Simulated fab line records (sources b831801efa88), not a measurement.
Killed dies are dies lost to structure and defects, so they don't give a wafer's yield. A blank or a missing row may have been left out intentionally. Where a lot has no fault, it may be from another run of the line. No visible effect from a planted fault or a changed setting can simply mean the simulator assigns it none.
fab line records + flow sky130
record
- lots=12
- wafers=36
- last-day=50
route steps=708 shown VT_ADJUST_LVTN@99 VT_ADJUST_NCORE@129 SD_P@359 RES_XHIGH@360 PAD_OPEN@708
lots that met no fault: from a run of the same line without faults
start-h: hours from the record's opening day to when the first of the lot's shown wafers began + wait-h: time in hours since the lot's previous step + " repeats the value in the row above + L1.1+2: several wafers, shown together as one row + - either no value or no given start + * or withheld: withheld + < > ~ a bound
route shown NAME@n: a module of which the file shows steps, and the number in the route of the first + usual: average and standard deviation across the fault-free wafers + same: alike in all rows + chamber/n: place in a boat + sites: per-site readings + _std_site: standard deviation of those values + _edge_site: inner sites' mean taken away from outer sites' mean + radius-mm: for every site, how far away it sits from the centre of the wafer + mask NAME#n: copy n + behind: the most recent tool/chamber to have shaped the wafer + hold: cause of the lot's hold/its duration in hours/its outcome + device: which transistor (n, p or np) failed to switch + end of line: the route-end tests of the same wafers + step lacking rows: just its recipe + killed: dies lost to structure and defects at the first sort, not the wafer's yield + map: a wafer's dies, marking killed ones x, the rest . and places with no die _
set.NAME: the setting that was run; set.NAME@STEP: the one run at that earlier step + model.NAME: the simulator's own value behind a step, which no gauge read
one table for each step of the route and one row for each wafer, over a sample of lots
services: the hour from which a tool's chamber was out of use, counted from the record's first day as start-h (under 0 if before that day), plus the number of hours and why
## steps
# step SKY_VT_ADJUST_LVTN_COAT_02
# recipe
- spin-rpm=2000
- resist-thk-nm=3000
# usual
- resist-line-temp-C=23.02/0.11
| lot.wafer | tool           | chamber | start-h | wait-h | resist-line-temp-C |
|-----------|----------------|---------|---------|--------|--------------------|
| L156.4    | litho-track-01 | 0       | 137.26  | 0.1    | 23.04              |
| L156.5    | "              | 0       | "       | "      | 23.10              |
| L156.6    | "              | 0       | "       | "      | 23.22              |
| L157.1    | litho-track-02 | 0       | 151.83  | 0.1    | 23.04              |
| L157.2    | "              | 0       | "       | "      | 23.08              |
| L157.6    | "              | 0       | "       | "      | 23.03              |
| L158.1    | litho-track-02 | 0       | 162.73  | 0.1    | 23.10              |
| L158.4    | "              | 0       | "       | "      | 23.14              |
| L158.6    | "              | 0       | "       | "      | 22.98              |
| L160.2    | litho-track-02 | 0       | 164.80  | 0.1    | 22.97              |
| L160.5    | "              | 0       | "       | "      | 23.05              |
| L160.6    | "              | 0       | "       | "      | 23.07              |
| L159.4    | litho-track-01 | 0       | 165.01  | 0.1    | 22.95              |
| L159.5    | "              | 0       | "       | "      | 22.96              |
| L159.6    | "              | 0       | "       | "      | 23.08              |
| L161.2    | litho-track-02 | 0       | 178.25  | 0.1    | 23.01              |
| L161.4    | "              | 0       | "       | "      | 23.02              |
| L161.6    | "              | 0       | "       | "      | 23.04              |
| L168.2    | litho-track-01 | 0       | 213.56  | 0.1    | 23.13              |
| L168.4    | "              | 0       | "       | "      | 23.10              |
| L168.5    | "              | 0       | "       | "      | 23.33              |
| L169.1    | litho-track-01 | 0       | 216.38  | 0.1    | 23.12              |
| L169.4    | "              | 0       | "       | "      | 23.16              |
| L169.6    | "              | 0       | "       | "      | 23.04              |
| L172.3    | litho-track-03 | 0       | 235.41  | 0.1    | 22.95              |
| L172.4    | "              | 0       | "       | "      | 22.97              |
| L172.5    | "              | 0       | "       | "      | 22.98              |
| L174.3    | litho-track-03 | 0       | 256.31  | 0.1    | 22.85              |
| L174.5    | "              | 0       | "       | "      | 23.10              |
| L174.6    | "              | 0       | "       | "      | 23.22              |
| L176.1    | litho-track-03 | 0       | 261.91  | 0.1    | 23.05              |
| L176.3    | "              | 0       | "       | "      | 23.06              |
| L176.5    | "              | 0       | "       | "      | 23.07              |
| L178.1    | litho-track-02 | 0       | 271.83  | 0.1    | 22.92              |
| L178.2    | "              | 0       | "       | "      | 22.82              |
| L178.4    | "              | 0       | "       | "      | 23.10              |
# step SKY_VT_ADJUST_LVTN_STRIP_09
# recipe
- chemistry=O2/N2
- power-w=1400
- pressure-mtorr=1500
- platen-temp-c=withheld
- o2-flow-sccm=3000
- n2-flow-sccm=300
- overash-fraction=0.5
# usual
- drypump-motor-current-A=5.9/0.36
- oes-product-au=0.722/0.0047
- strip-time-to-endpoint-s=36.95/0.1
| lot.wafer | tool            | chamber | start-h | wait-h | drypump-motor-current-A | oes-product-au | rf-hours-counter-h | strip-time-to-endpoint-s |
|-----------|-----------------|---------|---------|--------|-------------------------|----------------|--------------------|--------------------------|
| L156.4    | plasma-asher-01 | 1       | 146.82  | 0.1    | 6.2                     | 0.734          | -                  | 37.11                    |
| L156.5    | "               | 0       | "       | "      | 5.5                     | 0.711          | -                  | 36.96                    |
| L156.6    | "               | 1       | "       | "      | 6.2                     | 0.726          | -                  | 37.09                    |
| L157.1    | plasma-asher-01 | 1       | 161.21  | 0.1    | 6.2                     | 0.721          | 5                  | 36.86                    |
| L157.2    | "               | 0       | "       | "      | 5.5                     | 0.730          | 5                  | 36.86                    |
| L157.6    | "               | 0       | "       | "      | 5.6                     | 0.719          | -                  | 36.88                    |
| L158.1    | plasma-asher-03 | 1       | 173.86  | 0.1    | 6.1                     | 0.731          | 37                 | 36.97                    |
| L158.4    | "               | 1       | "       | "      | 6.1                     | 0.721          | -                  | 36.86                    |
| L158.6    | "               | 0       | "       | "      | 6.5                     | 0.721          | -                  | 36.90                    |
| L160.2    | plasma-asher-02 | 0       | 175.66  | 0.1    | 5.6                     | 0.720          | 48                 | 37.10                    |
| L160.5    | "               | 0       | "       | "      | 5.6                     | 0.728          | -                  | 37.08                    |
| L160.6    | "               | 1       | "       | "      | 5.6                     | 0.724          | -                  | 37.04                    |
| L159.4    | plasma-asher-01 | 0       | 175.85  | 0.1    | 5.5                     | 0.717          | -                  | 37.08                    |
| L159.5    | "               | 1       | "       | "      | 6.2                     | 0.719          | -                  | 37.05                    |
| L159.6    | "               | 0       | "       | "      | 5.5                     | 0.720          | -                  | 37.14                    |
| L161.2    | plasma-asher-01 | 1       | 189.57  | 0.1    | 6.2                     | 0.733          | 8                  | 36.80                    |
| L161.4    | "               | 0       | "       | "      | 5.5                     | 0.725          | -                  | 36.89                    |
| L161.6    | "               | 1       | "       | "      | 6.2                     | 0.720          | -                  | 36.83                    |
| L168.2    | plasma-asher-01 | 0       | 225.77  | 0.1    | 5.6                     | 0.725          | 12                 | 35.24                    |
| L168.4    | "               | 0       | "       | "      | 5.5                     | 0.724          | -                  | 35.25                    |
| L168.5    | "               | 0       | "       | "      | 5.5                     | 0.723          | -                  | 35.24                    |
| L169.1    | plasma-asher-03 | 1       | 227.77  | 0.1    | 6.0                     | 0.719          | 42                 | 35.23                    |
| L169.4    | "               | 0       | "       | "      | 6.5                     | 0.727          | -                  | 35.15                    |
| L169.6    | "               | 1       | "       | "      | 6.1                     | 0.720          | -                  | 35.22                    |
| L172.3    | plasma-asher-01 | 1       | 248.53  | 0.1    | 6.2                     | 0.733          | -                  | 37.01                    |
| L172.4    | "               | 0       | "       | "      | 5.5                     | 0.717          | -                  | 37.09                    |
| L172.5    | "               | 0       | "       | "      | 5.5                     | 0.717          | -                  | 36.92                    |
| L174.3    | plasma-asher-03 | 1       | 269.19  | 0.1    | 6.1                     | 0.719          | -                  | 36.81                    |
| L174.5    | "               | 1       | "       | "      | 6.1                     | 0.715          | -                  | 36.85                    |
| L174.6    | "               | 0       | "       | "      | 6.5                     | 0.721          | -                  | 36.89                    |
| L176.1    | plasma-asher-03 | 1       | 274.69  | 0.1    | 6.0                     | 0.723          | 47                 | 37.04                    |
| L176.3    | "               | 0       | "       | "      | 6.4                     | 0.726          | -                  | 37.03                    |
| L176.5    | "               | 1       | "       | "      | 6.1                     | 0.727          | -                  | 36.89                    |
| L178.1    | plasma-asher-02 | 0       | 283.69  | 0.1    | 5.6                     | 0.723          | 56                 | 37.05                    |
| L178.2    | "               | 1       | "       | "      | 5.6                     | 0.725          | 56                 | 37.03                    |
| L178.4    | "               | 1       | "       | "      | 5.6                     | 0.722          | -                  | 36.94                    |
# step SKY_VT_ADJUST_NCORE_STRIP_10
# recipe
- chemistry=O2/N2
- power-w=1400
- pressure-mtorr=1500
- platen-temp-c=withheld
- o2-flow-sccm=3000
- n2-flow-sccm=300
- overash-fraction=0.5
# usual
- drypump-motor-current-A=5.8/0.39
- oes-product-au=0.716/0.0045
- strip-time-to-endpoint-s=14.17/0.035
| lot.wafer | tool            | chamber | start-h | wait-h | drypump-motor-current-A | oes-product-au | rf-hours-counter-h | strip-time-to-endpoint-s |
|-----------|-----------------|---------|---------|--------|-------------------------|----------------|--------------------|--------------------------|
| L156.4    | plasma-asher-04 | 1       | 187.32  | 0.1    | 5.4                     | 0.722          | -                  | 14.23                    |
| L156.5    | "               | 1       | "       | "      | 5.3                     | 0.716          | -                  | 14.20                    |
| L156.6    | "               | 0       | "       | "      | 6.1                     | 0.718          | -                  | 14.19                    |
| L157.1    | plasma-asher-04 | 0       | 203.36  | 0.1    | 6.1                     | 0.718          | 51                 | 14.15                    |
| L157.2    | "               | 1       | "       | "      | 5.4                     | 0.713          | 51                 | 14.15                    |
| L157.6    | "               | 0       | "       | "      | 6.0                     | 0.723          | -                  | 14.17                    |
| L158.1    | plasma-asher-04 | 1       | 215.13  | 0.1    | 5.3                     | 0.718          | 52                 | 14.17                    |
| L158.4    | "               | 1       | "       | "      | 5.4                     | 0.717          | -                  | 14.16                    |
| L158.6    | "               | 0       | "       | "      | 6.0                     | 0.718          | -                  | 14.20                    |
| L160.2    | plasma-asher-04 | 0       | 219.56  | 0.1    | 6.0                     | 0.710          | 53                 | 14.14                    |
| L160.5    | "               | 0       | "       | "      | 6.0                     | 0.710          | -                  | 14.16                    |
| L160.6    | "               | 1       | "       | "      | 5.4                     | 0.709          | -                  | 14.14                    |
| L159.4    | plasma-asher-04 | 1       | 220.26  | 0.1    | 5.3                     | 0.726          | -                  | 14.22                    |
| L159.5    | "               | 1       | "       | "      | 5.3                     | 0.722          | -                  | 14.17                    |
| L159.6    | "               | 0       | "       | "      | 6.0                     | 0.717          | -                  | 14.18                    |
| L161.2    | plasma-asher-03 | 0       | 233.34  | 0.1    | 6.5                     | 0.713          | 43                 | 14.16                    |
| L161.4    | "               | 0       | "       | "      | 6.5                     | 0.718          | -                  | 14.20                    |
| L161.6    | "               | 1       | "       | "      | 6.0                     | 0.713          | -                  | 14.16                    |
| L168.2    | plasma-asher-03 | 0       | 273.74  | 0.1    | 6.5                     | 0.709          | 46                 | 14.14                    |
| L168.4    | "               | 0       | "       | "      | 6.5                     | 0.721          | -                  | 14.13                    |
| L168.5    | "               | 1       | "       | "      | 6.1                     | 0.716          | -                  | 14.20                    |
| L169.1    | plasma-asher-04 | 0       | 275.78  | 0.1    | 6.0                     | 0.717          | 59                 | 14.15                    |
| L169.4    | "               | 1       | "       | "      | 5.4                     | 0.716          | -                  | 14.15                    |
| L169.6    | "               | 0       | "       | "      | 6.0                     | 0.712          | -                  | 14.14                    |
| L172.3    | plasma-asher-02 | 0       | 297.67  | 0.1    | 5.6                     | 0.714          | -                  | 14.12                    |
| L172.4    | "               | 1       | "       | "      | 5.6                     | 0.712          | -                  | 14.06                    |
| L172.5    | "               | 1       | "       | "      | 5.6                     | 0.718          | -                  | 14.10                    |
| L174.3    | plasma-asher-04 | 1       | 319.67  | 0.1    | 5.3                     | 0.719          | -                  | 14.19                    |
| L174.5    | "               | 0       | "       | "      | 6.0                     | 0.713          | -                  | 14.18                    |
| L174.6    | "               | 1       | "       | "      | 5.4                     | 0.711          | -                  | 14.16                    |
| L176.1    | plasma-asher-03 | 1       | 325.94  | 0.1    | 6.0                     | 0.714          | 52                 | 14.18                    |
| L176.3    | "               | 1       | "       | "      | 6.0                     | 0.714          | -                  | 14.19                    |
| L176.5    | "               | 0       | "       | "      | 6.5                     | 0.715          | -                  | 14.19                    |
| L178.1    | plasma-asher-02 | 1       | 334.28  | 0.1    | 5.6                     | 0.706          | 62                 | 14.14                    |
| L178.2    | "               | 0       | "       | "      | 5.6                     | 0.711          | 62                 | 14.14                    |
| L178.4    | "               | 1       | "       | "      | 5.6                     | 0.723          | -                  | 14.14                    |
# step SKY_SD_N_RS_MEAS_17
# recipe
- thk-meas-gauge=four-point-probe
# usual
- SD_P_RS=147.2/0.34
| lot.wafer | tool          | chamber | start-h | wait-h | SD_P_RS[ohm/sq] |
|-----------|---------------|---------|---------|--------|-----------------|
| L156.4    | film-metro-01 | -       | 652.10  | 0.1    | 147.1           |
| L156.5    | "             | -       | "       | "      | 147.1           |
| L156.6    | "             | -       | "       | "      | 147.2           |
| L157.1    | film-metro-03 | -       | 669.69  | 0.1    | 147.0           |
| L157.2    | "             | -       | "       | "      | 147.5           |
| L157.6    | "             | -       | "       | "      | 147.8           |
| L158.1    | film-metro-01 | -       | 681.34  | 0.1    | 147.3           |
| L158.4    | "             | -       | "       | "      | 147.2           |
| L158.6    | "             | -       | "       | "      | 148.0           |
| L159.4    | film-metro-04 | -       | 685.44  | 0.1    | 146.6           |
| L159.5    | "             | -       | "       | "      | 146.8           |
| L159.6    | "             | -       | "       | "      | 146.9           |
| L160.2    | film-metro-03 | -       | 685.84  | 0.1    | 147.6           |
| L160.5    | "             | -       | "       | "      | 147.3           |
| L160.6    | "             | -       | "       | "      | 147.2           |
| L161.2    | film-metro-03 | -       | 706.86  | 0.1    | 146.8           |
| L161.4    | "             | -       | "       | "      | 147.8           |
| L161.6    | "             | -       | "       | "      | 147.3           |
| L168.2    | film-metro-03 | -       | 747.11  | 0.1    | 147.4           |
| L168.4    | "             | -       | "       | "      | 147.2           |
| L168.5    | "             | -       | "       | "      | 147.6           |
| L169.1    | film-metro-01 | -       | 750.87  | 0.1    | 147.1           |
| L169.4    | "             | -       | "       | "      | 147.0           |
| L169.6    | "             | -       | "       | "      | 146.7           |
| L172.3    | film-metro-01 | -       | 774.06  | 0.1    | 146.7           |
| L172.4    | "             | -       | "       | "      | 146.6           |
| L172.5    | "             | -       | "       | "      | 147.4           |
| L174.3    | film-metro-04 | -       | 797.53  | 0.1    | 147.1           |
| L174.5    | "             | -       | "       | "      | 147.3           |
| L174.6    | "             | -       | "       | "      | 147.5           |
| L176.1    | film-metro-03 | -       | 800.93  | 0.1    | 146.9           |
| L176.3    | "             | -       | "       | "      | 146.5           |
| L176.5    | "             | -       | "       | "      | 147.1           |
| L178.1    | film-metro-03 | -       | 816.73  | 0.1    | 147.0           |
| L178.2    | "             | -       | "       | "      | 147.2           |
| L178.4    | "             | -       | "       | "      | 146.9           |
# step SKY_SD_N_RS_MEAS_18
# recipe
- thk-meas-gauge=four-point-probe
# usual
- RES_XHIGH_RS=333.3/1.2
| lot.wafer | tool          | chamber | start-h | wait-h | RES_XHIGH_RS[ohm/sq] |
|-----------|---------------|---------|---------|--------|----------------------|
| L156.4    | film-metro-01 | -       | 652.22  | 0.1    | 334.4                |
| L156.5    | "             | -       | "       | "      | 335.2                |
| L156.6    | "             | -       | "       | "      | 334.0                |
| L157.1    | film-metro-03 | -       | 669.81  | 0.1    | 333.5                |
| L157.2    | "             | -       | "       | "      | 334.4                |
| L157.6    | "             | -       | "       | "      | 334.6                |
| L158.1    | film-metro-01 | -       | 681.46  | 0.1    | 333.8                |
| L158.4    | "             | -       | "       | "      | 334.9                |
| L158.6    | "             | -       | "       | "      | 333.5                |
| L159.4    | film-metro-04 | -       | 685.56  | 0.1    | 332.1                |
| L159.5    | "             | -       | "       | "      | 332.0                |
| L159.6    | "             | -       | "       | "      | 330.6                |
| L160.2    | film-metro-03 | -       | 685.96  | 0.1    | 333.3                |
| L160.5    | "             | -       | "       | "      | 334.4                |
| L160.6    | "             | -       | "       | "      | 334.2                |
| L161.2    | film-metro-03 | -       | 706.98  | 0.1    | 333.0                |
| L161.4    | "             | -       | "       | "      | 332.8                |
| L161.6    | "             | -       | "       | "      | 333.9                |
| L168.2    | film-metro-03 | -       | 747.23  | 0.1    | 335.9                |
| L168.4    | "             | -       | "       | "      | 334.5                |
| L168.5    | "             | -       | "       | "      | 334.7                |
| L169.1    | film-metro-01 | -       | 750.99  | 0.1    | 332.8                |
| L169.4    | "             | -       | "       | "      | 332.4                |
| L169.6    | "             | -       | "       | "      | 332.2                |
| L172.3    | film-metro-01 | -       | 774.18  | 0.1    | 332.4                |
| L172.4    | "             | -       | "       | "      | 332.1                |
| L172.5    | "             | -       | "       | "      | 332.3                |
| L174.3    | film-metro-04 | -       | 797.65  | 0.1    | 333.7                |
| L174.5    | "             | -       | "       | "      | 334.4                |
| L174.6    | "             | -       | "       | "      | 333.6                |
| L176.1    | film-metro-03 | -       | 801.05  | 0.1    | 333.0                |
| L176.3    | "             | -       | "       | "      | 334.0                |
| L176.5    | "             | -       | "       | "      | 333.2                |
| L178.1    | film-metro-03 | -       | 816.85  | 0.1    | 333.0                |
| L178.2    | "             | -       | "       | "      | 333.6                |
| L178.4    | "             | -       | "       | "      | 332.9                |
# step SKY_PAD_OPEN_PROBE_99
# usual
- killed_at_M0_to_M3=44/6.8
- killed_at_M4_up=3.1/1.8
- killed-at-contacts=25/5.2
- killed-at-front-end=15/4.1
- killed-at-other=0.3/0.62
- killed-dies=88/9.4
- killed-open=48/7.1
- killed-short=40/6.1
# same
- gross-dies=492
- killed-at-back-side=0
| lot.wafer | tool      | chamber | start-h | wait-h | killed_at_M0_to_M3 | killed_at_M4_up | killed-at-contacts | killed-at-front-end | killed-at-other | killed-dies | killed-open | killed-short |
|-----------|-----------|---------|---------|--------|--------------------|-----------------|--------------------|---------------------|-----------------|-------------|-------------|--------------|
| L174.3    | prober-02 | -       | 1183.43 | 0.2    | 47                 | 2               | 29                 | 18                  | 0               | 96          | 50          | 46           |
| L174.5    | prober-02 | -       | 1183.53 | 0.2    | 43                 | 2               | 29                 | 7                   | 0               | 81          | 47          | 34           |
| L174.6    | prober-02 | -       | 1183.58 | 0.2    | 53                 | 3               | 24                 | 13                  | 0               | 93          | 48          | 45           |
# killed by level:class
L174.3 LI_CONTACT:geometric-particle:open=10 VIA1:geometric-particle:open=10 VIA2:geometric-particle:open=10 CONTACT:geometric-particle:open=5 FIELD_ISO:geometric-particle:open=5 POLY_GATE:geometric-particle:short=5 LI_CONTACT:geometric-particle:short=5 LOCAL_INTERCONNECT:geometric-particle:short=5
L174.5 VIA1:geometric-particle:open=14 LI_CONTACT:geometric-particle:open=9 CONTACT:geometric-particle:open=8 LOCAL_INTERCONNECT:geometric-particle:short=5 METAL3:geometric-particle:short=5 METAL1:geometric-particle:short=4 VIA3:geometric-particle:open=4 LI_CONTACT:geometric-particle:short=3
L174.6 VIA1:geometric-particle:open=14 VIA1:geometric-particle:short=11 CONTACT:geometric-particle:open=8 LI_CONTACT:geometric-particle:open=7 VIA2:geometric-particle:short=7 FIELD_ISO:geometric-particle:short=5 VIA3:geometric-particle:open=5 POLY_GATE:geometric-particle:open=4
## services
| tool            | chamber | start-h | hours | kind                      |
|-----------------|---------|---------|-------|---------------------------|
| plasma-asher-01 | 0       | 117.75  | -     | clean                     |
| plasma-asher-01 | 1       | 117.75  | -     | clean                     |
| plasma-asher-02 | -       | 122.74  | 14.6  | pm                        |
| plasma-asher-04 | -       | 158.49  | 7.1   | repair                    |
| plasma-asher-04 | -       | 165.04  | 4.0   | repair                    |
| plasma-asher-03 | -       | 199.98  | 0.7   | repair                    |
| plasma-asher-02 | -       | 205.67  | 11.1  | repair                    |
| plasma-asher-03 | -       | 212.78  | 2.8   | pm                        |
| plasma-asher-02 | -       | 239.21  | 16.2  | repair                    |
| plasma-asher-03 | -       | 247.36  | 3.9   | repair                    |
| plasma-asher-01 | -       | 294.22  | 22.6  | pm                        |
| litho-track-02  | -       | 309.27  | -     | consumable-replace:filter |
| plasma-asher-01 | -       | 328.56  | 1.8   | repair                    |
## key
first-sign
- step=SKY_VT_ADJUST_LVTN_STRIP_09
- reading=strip-time-to-endpoint-s
- direction=down
- sigmas=17
- usual=*
- struck=*
effect none on later readings
met-at SKY_VT_ADJUST_LVTN_COAT_02
struck-lots L168,L169
tester-left-out L168,L169
not-acting-at SKY_VT_ADJUST_NCORE_STRIP_10,SKY_SD_N_RS_MEAS_17,SKY_SD_N_RS_MEAS_18
onset-between 165.01 213.56
fault
- kind=process-parameter-drift
- tool=litho-track-01
- chamber=-
- onset-h=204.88
- steps=SKY_VT_ADJUST_LVTN_COAT_02
- channel=resist-thk-nm
- offset=-141.66
- shape=step
- end-h=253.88
- acts-in=these-recipes-only
- stated=3000
# tester-left-out: of these lots the tester's yield and bins aren't shown, on N5 and GAA mostly nor the transistor test; their killed dies are dies lost to structure and defects alone, not to doping, threshold or leakage, so they don't give the yield
